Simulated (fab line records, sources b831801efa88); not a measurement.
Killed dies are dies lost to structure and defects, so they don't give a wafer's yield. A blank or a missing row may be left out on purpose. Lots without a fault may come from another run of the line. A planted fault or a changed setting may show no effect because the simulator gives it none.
A struck lot beside a sound one | flow sky130 | 23 steps out of a route of 708
Sound: wafers L696.1, L696.2, L696.3. Struck: wafers L694.4, L694.5, L694.6. The cause comes at the end.
At each step with rows: each side's tool, then ch and its chambers, then its first start. Under that, the readings that differ: sound wafers | struck wafers | difference of the means | sigmas: that difference in standard deviations of wafers without a fault.
alike: readings whose means differ by less than 2 such deviations, and words and numbers that are the same on both sides. not compared: withheld readings, readings that some wafer has no value for, bounds like >300 that may hide the same value, and numbers for which the record gives no deviation and whose values overlap.
The two part at a step that has a row with sigmas, a row that says differs or no value, or rows on one side only. Numbers that don't overlap but have no deviation are shown without sigmas and don't part them. A reading that every wafer of one side lacks parts them only if that side has two wafers or more.

first, 5 steps without rows for these wafers: SKY_VT_ADJUST_NCORE_COAT_02 (resist thk 1140 nm); SKY_VT_ADJUST_NCORE_SOFTBAKE_03 (time 60 s); SKY_VT_ADJUST_NCORE_EXPOSE_04 (exposes mask LVTN COMPLEMENT THIN, target cd 380 nm); SKY_VT_ADJUST_NCORE_PEB_05; SKY_VT_ADJUST_NCORE_DEVELOP_06 (develop time 60 s).
SKY_VT_ADJUST_NCORE_CD_MEAS_07: target cd 380 nm.
  sound on cd_sem-02, day 15 07:39; struck on cd_sem-01, day 15 05:07
  alike: cd_nm
SKY_VT_ADJUST_NCORE_OVL_MEAS_08:
  sound on overlay-02, day 15 07:46; struck on overlay-01, day 15 05:11
  alike: VT_ADJUST_NCORE_OVL
then, 1 step without rows for these wafers: SKY_VT_ADJUST_NCORE_IMPLANT_09.
SKY_VT_ADJUST_NCORE_STRIP_10: strips in O2/N2.
  sound on plasma_asher-01 ch 0,1, day 15 07:58; struck on plasma_asher-02 ch 0,1, day 15 05:23
  alike: chamber_pressure_mTorr, drypump_motor_current_A, oes_product_au, strip_time_to_endpoint_s
  not compared: rf_hours_counter_h
SKY_VT_ADJUST_NCORE_TW_MEAS_11:
  sound on film_metro-03, day 15 08:04; struck on film_metro-01, day 15 05:29
  reading            | sound             | struck            | difference | sigmas
  VT_ADJUST_NCORE_TW | 220.8 220.4 220.2 | 216.8 216.8 217.7 | -3.4       | -2
then, 2 steps without rows for these wafers: SKY_VT_ADJUST_HVTR_DEHYDRATE_00 (time 60 s); SKY_VT_ADJUST_HVTR_HMDS_01 (prime time 60 s).
SKY_VT_ADJUST_HVTR_COAT_02: resist thk 1140 nm.
  sound on litho_track-02 ch 0, day 15 21:34; struck on litho_track-01 ch 0, day 15 18:45
  reading                                             | sound                | struck               | difference | sigmas
  spin_speed_rpm (rpm)                                | 3001.8 2997.8 2998.8 | 4104.2 4103.6 4106.5 | +1105.3    | +99 or more
  model.NOVOLAK_of_VT_ADJUST_HVTR_COAT_02.thk_nm (nm) | 1142 1142 1140       | 976.5 976.6 976      | -165.0     |
then, 3 steps without rows for these wafers: SKY_VT_ADJUST_HVTR_SOFTBAKE_03 (time 60 s); SKY_VT_ADJUST_HVTR_EXPOSE_04 (exposes mask HVTRM, target cd 380 nm); SKY_VT_ADJUST_HVTR_PEB_05.
SKY_VT_ADJUST_HVTR_DEVELOP_06: develop time 60 s.
  sound on litho_track-03 ch 0, day 16 11:09; struck on litho_track-01 ch 0, day 16 08:21
  reading                                             | sound          | struck            | difference | sigmas
  model.NOVOLAK_of_VT_ADJUST_HVTR_COAT_02.thk_nm (nm) | 1141 1141 1139 | 976.1 976.1 975.6 | -164.4     |
SKY_VT_ADJUST_HVTR_CD_MEAS_07: target cd 380 nm.
  sound on cd_sem-01, day 16 11:18; struck on cd_sem-01, day 16 08:58
  reading    | sound             | struck            | difference | sigmas
  cd_nm (nm) | 379.6 378.8 379.9 | 397.0 398.9 397.1 | +18.2      | +8
  not compared: hold
SKY_VT_ADJUST_HVTR_OVL_MEAS_08:
  sound on overlay-02, day 16 11:25; struck on overlay-01, day 16 11:22
  reading | sound | struck                                                                     | difference                   | sigmas
  hold    | - - - | await_dispo/2.3h/release await_dispo/2.3h/release await_dispo/2.3h/release | no value on the sound wafers |
  alike: VT_ADJUST_HVTR_OVL
then, 1 step without rows for these wafers: SKY_VT_ADJUST_HVTR_IMPLANT_09.
SKY_VT_ADJUST_HVTR_STRIP_10: strips in O2/N2.
  sound on plasma_asher-03 ch 0,1, day 16 11:37; struck on plasma_asher-03 ch 0,1, day 16 11:47
  reading                      | sound             | struck            | difference | sigmas
  strip_time_to_endpoint_s (s) | 14.20 14.19 14.17 | 12.35 12.35 12.36 | -1.83      | -50
  alike: chamber_pressure_mTorr, drypump_motor_current_A, oes_product_au
  not compared: rf_hours_counter_h
SKY_VT_ADJUST_HVTR_TW_MEAS_11:
  sound on film_metro-04, day 16 11:43; struck on film_metro-04, day 16 11:53
  alike: VT_ADJUST_HVTR_TW
-- the record jumps here: 35 days lie between the struck wafers' starts before and after (it left off in module VT_ADJUST_HVTR and takes up again in module PAD_OPEN, whose first step shown is number 708 of the route) --
SKY_PAD_OPEN_PROBE_99:
  sound on prober-02, day 51 13:15; struck on prober-01, day 51 07:16
  alike: killed_at_M0_to_M3, killed_at_M4_up, killed_at_contacts, killed_at_front_end, killed_at_other, killed_dies, killed_open, killed_short

WHERE THEY PART
First at SKY_VT_ADJUST_NCORE_TW_MEAS_11; last, within this record, at SKY_VT_ADJUST_HVTR_STRIP_10. Later steps at which nothing parts them and some readings are alike: SKY_VT_ADJUST_HVTR_TW_MEAS_11, SKY_PAD_OPEN_PROBE_99.

WHY: what the simulator had put in
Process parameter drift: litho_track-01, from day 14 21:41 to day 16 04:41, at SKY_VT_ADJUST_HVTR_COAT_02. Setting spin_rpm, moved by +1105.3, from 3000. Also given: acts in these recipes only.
